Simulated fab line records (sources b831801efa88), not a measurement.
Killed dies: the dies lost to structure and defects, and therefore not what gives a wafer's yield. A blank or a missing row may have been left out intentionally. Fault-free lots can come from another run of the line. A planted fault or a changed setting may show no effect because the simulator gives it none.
Chamber matching | flow sfqLine | pecvd-01 running SFQ_TRILAYER_I3_DEP_PECVD_081: 3 sister chambers
The step deposits SiO2 from SiH4/N2O, time 108.9 s, target thk 500 nm. 3 wafers are shown with their chamber, then 7 later ones without.

WAFERS, EACH WITH ITS CHAMBER
wafer  | chamber | heaterPowerW (W)
L302.1 | 2       | 63
L313.3 | 0       | 86
L313.4 | 1       | 47

WAFERS MISSING THEIR CHAMBER
wafer  | heaterPowerW (W)
L313.5 | 92
L315.2 | 91
L315.3 | 47
L315.4 | 62
L319.1 | 48
L319.2 | 88
L319.5 | 88

WHICH CHAMBER EACH ONE RAN IN
wafer  | from the rows above | in truth
L313.5 | 0                   | 0
L315.2 | 0                   | 0
L315.3 | 1                   | 1
L315.4 | 2                   | 2
L319.1 | 1                   | 1
L319.2 | 0                   | 0
L319.5 | 0                   | 0
Correctly placed: 7 of 7. From these rows, 0 cannot be placed. Wrongly placed: 0.
How it was worked out, from the rows above alone: a wafer's distance from a chamber is the root of the sum, over the readings, of the square of ((its reading less the chamber's mean) divided by the reading's scatter). The wafer belongs to the nearest chamber; if the next one is less than 2 further off, it can't be placed. A chamber's mean is the mean of its shown wafers. The scatter: with one shown wafer a chamber, the root of the mean of the squares of how far each hidden wafer lies from its nearest shown one.
